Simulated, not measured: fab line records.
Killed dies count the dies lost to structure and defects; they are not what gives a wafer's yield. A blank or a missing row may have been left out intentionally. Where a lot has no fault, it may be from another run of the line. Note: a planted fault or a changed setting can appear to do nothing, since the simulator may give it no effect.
Code-filled problem report in 8D (eight disciplines) form :: flow sky130 :: the parts of the form that need people (team, actions taken, sign-off) are left out

## 1. THE ISSUE
A mean of 1249 W is read at SKY_VIA2_ETCH_15 for rf-fwd-power-W, taken on 1 wafer of 1 lot, against 1490 W (standard deviation 5.2) on wafers free of any fault. Relative to the usual mean, that is a shift of -46 standard deviations.
The step: etches SiO2 in C4F8/O2/Ar, stops on TiN, target depth 546 nm, time 84 s.
First seen on wafer L459.5, day 39 14:51, on rie-diel-02. The record has a number at this step for 33 wafers belonging to 11 lots. Rule for "out" (also "out of limits"): further than 4 standard deviations from the usual mean. The rest of the wafers with a number are treated as sound.

## 2. WHAT IT IS, AND WHAT IT ISN'T
question: which readings at this step
is: rf-fwd-power-W
is not: oes-product-au

question: which lots
is: L459
is not: L452, L453, L454, L465, L469, L470, L471, L472, L473, L474

question: which wafers of those lots
is: L459.5
is not: L459.1, L459.4

question: read on which tools
is: rie-diel-02
is not: rie-diel-01, rie-diel-04

question: when
is: from day 39 14:51
is not: up to then (11 sound wafers); but 21 sound wafers of L465, L469, L470, L471, L472, L473, L474 came after

## 3. THE SUSPECTS, EACH WITH WHAT RULES IT OUT
Counting: if a tool at a process step up to the reading ran every lot that is out, it stays a suspect. Sound lots after the first of them don't rule it out here, since some wafers of a struck lot are sound.
- cmp-02 at SKY_VIA1_CMP_02 (polishes SiO2): kept. It ran the lot that is out, L459 (day 36 02:26); its last sound lot up to then is L453 (day 34 04:49).
- rie-diel-02 at SKY_VIA2_ETCH_15 (etches SiO2 in C4F8/O2/Ar, stops on TiN, target depth 546 nm, time 84 s): kept. It ran the lot that is out, L459 (day 39 14:51); its last sound lot up to then is L454 (day 38 04:33). On those wafers its own readings are out: rf-fwd-power-W.
- In rie-diel-02 at SKY_VIA2_ETCH_15, the wafers that are out were processed in chamber 0 and their sound lot-mates in chambers 2, 3.
After counting, cmp-02 at SKY_VIA1_CMP_02 and rie-diel-02 at SKY_VIA2_ETCH_15 remain.

## 4. THE CAUSE (what the simulator had put in)
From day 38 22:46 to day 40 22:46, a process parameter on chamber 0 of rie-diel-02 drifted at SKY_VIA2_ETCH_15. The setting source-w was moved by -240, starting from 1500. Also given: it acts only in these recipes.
Of the 2 suspects that counting leaves, this tool is one.

## 5. SEQUENCE OF EFFECTS, ordered by route
Each row: a reading whose mean over the struck wafers that have a number lies more than 3 standard deviations from the usual. Only readings whose record carries a usual standard deviation are examined. hours: median over the lots of the time between each lot's start at the first step of this table that gives one and its start at this step. sigmas: the change, counted in usual standard deviations.
hours: 0
step: SKY_VIA2_ETCH_15
reading: rf-fwd-power-W
usual: 1490 W
on struck wafers: 1249
change: -241
sigmas: -46

hours: 0
step: SKY_VIA2_STRIP_16
reading: strip-time-to-endpoint-s
usual: 4.054 s
on struck wafers: 4.130
change: +0.076
sigmas: +3.3
Here are the process steps it includes:
- SKY_VIA2_ETCH_15: etches SiO2 in C4F8/O2/Ar, stops on TiN, target depth 546 nm, time 84 s.
- SKY_VIA2_STRIP_16: strips in O2/N2.

## 6. WHAT WOULD HAVE CAUGHT IT SOONER
16 hours passed between the start of the fault at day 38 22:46 and the first reading out of limits in this record, taken at day 39 14:51.
